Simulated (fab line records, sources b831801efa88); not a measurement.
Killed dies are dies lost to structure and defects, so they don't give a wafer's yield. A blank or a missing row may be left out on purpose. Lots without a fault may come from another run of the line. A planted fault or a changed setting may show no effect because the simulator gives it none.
Chamber matching | flow sky130 | SKY_VIA3_ETCH_14 on rie_diel-04: 4 sister chambers
The step etches BARC in N2/H2, stops on SiO2, time 45.9 s, target depth 60 nm. 8 wafers are shown with their chamber, then 7 later ones without.

WAFERS WITH THEIR CHAMBER
wafer  | chamber | drypump_motor_current_A (A) | h2_flow_sccm (sccm)
L941.1 | 0       | 5.7                         | 200.1
L941.4 | 1       | 6.4                         | 201.0
L952.6 | 3       | 4.7                         | 200.8
L953.1 | 3       | 4.8                         | 201.3
L953.2 | 2       | 6.3                         | 200.1
L953.3 | 0       | 5.7                         | 200.2
L957.2 | 1       | 6.4                         | 199.6
L957.4 | 2       | 6.3                         | 199.7

WAFERS WITHOUT THEIR CHAMBER
wafer  | drypump_motor_current_A (A) | h2_flow_sccm (sccm)
L957.6 | 6.3                         | 199.7
L958.2 | 6.3                         | 200.2
L958.3 | 5.7                         | 199.3
L958.5 | 4.7                         | 200.3
L960.1 | 6.4                         | 199.5
L960.3 | 5.7                         | 200.6
L960.5 | 4.7                         | 199.7

WHICH CHAMBER EACH WENT THROUGH
wafer  | from the rows above     | in truth
L957.6 | 2                       | 2
L958.2 | 2                       | 2
L958.3 | 0                       | 0
L958.5 | 3                       | 3
L960.1 | can't be placed: 1 or 2 | 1
L960.3 | 0                       | 0
L960.5 | 3                       | 3
Placed correctly: 6 of 7. Can't be placed from these rows: 1 (the true chamber is among the candidates in 1). Placed wrongly: 0.
How it was worked out, from the rows above alone: a wafer's distance from a chamber is the root of the sum, over the readings, of the square of ((its reading less the chamber's mean) divided by the reading's scatter). The wafer belongs to the nearest chamber; if the next one is less than 2 further off, it can't be placed. A chamber's mean is the mean of its shown wafers. The scatter: the root of (the sum of the squares of (reading less its chamber's mean) over the shown wafers, divided by (wafers less chambers)).
